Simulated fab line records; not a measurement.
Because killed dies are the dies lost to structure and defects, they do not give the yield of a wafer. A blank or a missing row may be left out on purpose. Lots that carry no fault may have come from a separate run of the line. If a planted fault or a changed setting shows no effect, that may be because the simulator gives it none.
A struck lot beside a sound one + flow gf180mcu + 23 steps out of a route of 602
Sound: the wafers L141.1, L141.2, L141.3. Struck: wafers L129.1, L129.5, L129.6. The cause is named last.
Per side, at each step with rows, come the tool, then ch with its chambers, and then its first start. Under that, the readings that differ: sound wafers + struck wafers + difference of the means + sigmas: that difference in standard deviations of wafers without a fault.
alike: readings whose means differ by less than 2 such deviations, and words and numbers that are the same on both sides. not compared: withheld readings, readings that some wafer has no value for, bounds like >300 that may hide the same value, and numbers for which the record gives no deviation and whose values overlap.
A row with sigmas, a row that says differs or no value, or rows on one side alone: a step with any of these is where the two part. Numbers that don't overlap but have no deviation are shown without sigmas and don't part them. A reading missing from all wafers of one side parts the sides only when that side holds two or more wafers.

first, 2 steps without rows for these wafers: GF_HV_LDD_PEB_29; GF_HV_LDD_DEVELOP_30 (develop time 60 s).
GF_HV_LDD_CD_MEAS_31 targets a cd of 400 nm.
  sound: cd sem-02 at day 18 17:28; struck: cd sem-01 at day 14 22:16
  alike: cd nm
GF_HV_LDD_OVL_MEAS_32:
  sound: overlay-01 at day 18 17:35; struck: overlay-01 at day 14 22:23
  alike: HV_LDD_02_OVL
then, 4 steps without rows for these wafers: GF_HV_LDD_IMPLANT_33; GF_HV_LDD_IMPLANT_34; GF_HV_LDD_IMPLANT_35; GF_HV_LDD_IMPLANT_36.
GF_HV_LDD_STRIP_37: strips in O2/N2.
  sound on plasma asher-02 ch 0,1, day 18 18:13; struck on plasma asher-04 ch 0,1, day 14 23:01
  alike: drypump motor current A, heater power w, oes product au, strip time to endpoint s
  not compared: rf hours counter h
GF_HV_LDD_TW_MEAS_38:
  sound: film metro-04 at day 18 18:19; struck: film metro-04 at day 14 23:07
  alike: HV_LDD_3_TW
then, 2 steps without rows for these wafers: GF_HV_LDD_DEHYDRATE_39 (time 60 s); GF_HV_LDD_HMDS_40 (prime time 60 s).
GF_HV_LDD_COAT_41: resist thk 1000 nm.
  sound on litho track-03 ch 0, day 19 06:22; struck on litho track-04 ch 0, day 15 10:34
| reading                                     | sound          | struck            | difference | sigmas |
|---------------------------------------------|----------------|-------------------|------------|--------|
| model.NOVOLAK_of_HV_LDD_COAT_41.thk nm (nm) | 1004 1006 1005 | 225.7 225.9 226.3 | -779.0     |        |
then, 3 steps without rows for these wafers: GF_HV_LDD_SOFTBAKE_42 (time 60 s); GF_HV_LDD_EXPOSE_43 (exposes mask Pplus HV AREA, target cd 400 nm); GF_HV_LDD_PEB_44.
GF_HV_LDD_DEVELOP_45: develop time 60 s.
  sound on litho track-03 ch 0, day 19 19:04; struck on litho track-02 ch 0, day 15 21:40
| reading                                     | sound          | struck            | difference | sigmas |
|---------------------------------------------|----------------|-------------------|------------|--------|
| model.NOVOLAK_of_HV_LDD_COAT_41.thk nm (nm) | 1004 1005 1004 | 225.3 225.5 225.9 | -778.8     |        |
GF_HV_LDD_CD_MEAS_46 targets a cd of 400 nm.
  sound: cd sem-02 at day 19 19:13; struck: cd sem-01 at day 15 21:49
| reading    | sound             | struck            | difference | sigmas |
|------------|-------------------|-------------------|------------|--------|
| cd nm (nm) | 401.0 397.6 400.0 | 538.5 535.6 537.6 | +137.7     | +57    |
GF_HV_LDD_OVL_MEAS_47:
  sound: overlay-02 at day 19 19:20; struck: overlay-01 at day 15 21:56
  alike: HV_LDD_03_OVL
after that, 1 step had no rows for these wafers: GF_HV_LDD_IMPLANT_48.
GF_HV_LDD_STRIP_49: strips in O2/N2.
  sound on plasma asher-04 ch 0,1, day 19 19:31; struck on plasma asher-04 ch 0,1, day 15 22:07
| reading                      | sound             | struck            | difference | sigmas      |
|------------------------------|-------------------|-------------------|------------|-------------|
| oes product au (a.u.)        | 0.715 0.715 0.718 | 0.372 0.366 0.367 | -0.348     | -77         |
| strip time to endpoint s (s) | 12.67 12.69 12.69 | 3.15 3.15 3.15    | -9.53      | -99 or more |
  alike: drypump motor current A, heater power w
  not compared: rf hours counter h
GF_HV_LDD_TW_MEAS_50:
  sound: film metro-02 at day 19 19:37; struck: film metro-04 at day 15 22:13
  alike: HV_LDD_4_TW
-- record jumps: 17 days separate the struck wafers' starts on either side; left off in module HV_LDD, taken up again in module PASSIVATION, whose first shown step is the route's number 602 --
GF_PASSIVATION_PROBE_99:
  record: rows for the struck wafers here (prober-01, day 32 20:09), none for the sound ones

WHERE THEY PART
At GF_HV_LDD_CD_MEAS_46 first; at GF_PASSIVATION_PROBE_99 last (within this record only).

WHY: the cause the simulator had injected
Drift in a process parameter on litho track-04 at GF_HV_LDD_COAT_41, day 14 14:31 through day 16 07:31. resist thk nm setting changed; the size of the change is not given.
